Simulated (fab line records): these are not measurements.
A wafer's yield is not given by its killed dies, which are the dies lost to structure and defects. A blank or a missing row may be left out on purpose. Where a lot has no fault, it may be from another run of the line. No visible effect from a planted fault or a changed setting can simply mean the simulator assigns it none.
One fault seen from 2 desks || flow gf180mcu || every desk sees just its own numbers, and what lay behind them comes last

METROLOGY DESK
Means of the sampled wafers that have a number, per lot and without regard to the tool the lot ran on: this is what the gauges read. If a lot's mean is further than 4 standard deviations from the usual mean, the lot is out of limits and carries the mark OUT (the distance appears in the brackets).
Columns: A = V4_CVD_02_THK at GF_V4_THK_MEAS_03, usual 848 nm
{"lot": "L630", "first seen here": "day 23 11:02", "A": 842}
{"lot": "L631", "first seen here": "day 23 16:24", "A": 841}
{"lot": "L633", "first seen here": "day 24 13:32", "A": 856}
{"lot": "L634", "first seen here": "day 24 21:29", "A": 863}
{"lot": "L635", "first seen here": "day 25 06:35", "A": 846}
{"lot": "L640", "first seen here": "day 26 21:27", "A": 856}
{"lot": "L642", "first seen here": "day 27 09:11", "A": 885}
{"lot": "L645", "first seen here": "day 28 11:58", "A": 885}
{"lot": "L646", "first seen here": "day 28 14:59", "A": 838}
{"lot": "L649", "first seen here": "day 29 10:47", "A": 850}
{"lot": "L653", "first seen here": "day 30 15:29", "A": 840}
This desk's finding: nothing out of limits on any of the 11 lots.

AT THE TOOL OWNER'S DESK: pecvd-03
The tool's own readings at GF_V4_CVD_02 (deposits SiO2 from TEOS, target thk 850 nm, time 94.851 s): means of the sampled wafers that have a number, for each lot that ran on this tool. If a lot's mean is further than 4 standard deviations from the usual mean, the lot is out of limits and carries the mark OUT (the distance appears in the brackets).
Columns: A = heater-power-outer-w at GF_V4_CVD_02, usual 365 W; B = heater-power-w at GF_V4_CVD_02, usual 637 W; C = rf-fwd-power-W at GF_V4_CVD_02, usual 596.3 W; D = susceptor-temp-C at GF_V4_CVD_02, usual 400.02 C
{"lot": "L633", "first seen here": "day 24 13:28", "A": 364, "B": 637, "C": 595.6, "D": 400.15}
{"lot": "L640", "first seen here": "day 26 21:22", "A": 361, "B": 605, "C": 596.4, "D": 400.07}
{"lot": "L642", "first seen here": "day 27 09:07", "A": 308, "B": 557, "C": "694.0 (+49) OUT", "D": 400.06}
{"lot": "L645", "first seen here": "day 28 11:54", "A": 341, "B": 601, "C": "692.1 (+48) OUT", "D": 399.84}
This desk's finding: out of limits on L642, L645; first on L642, day 27 09:07 (rf-fwd-power-W at GF_V4_CVD_02). L633, L640: within limits.

PUT TOGETHER
An alarm could have come from the tool owner's desk at day 27 09:07, on L642, L645.
At the metrology desk, nothing out of limits was observed.
The metrology desk has L642, L645 on record, within its limits.
Of the lots named, all ran GF_V4_CVD_02 on pecvd-03.

WHAT WAS PUT IN BY THE SIMULATOR
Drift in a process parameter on pecvd-03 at GF_V4_CVD_02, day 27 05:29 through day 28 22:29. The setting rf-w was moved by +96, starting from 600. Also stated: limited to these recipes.
Struck lots among those shown: L642, L645.
Delay in hours, fault start to first out-of-limits reading, by desk: the tool owner's desk at 4.
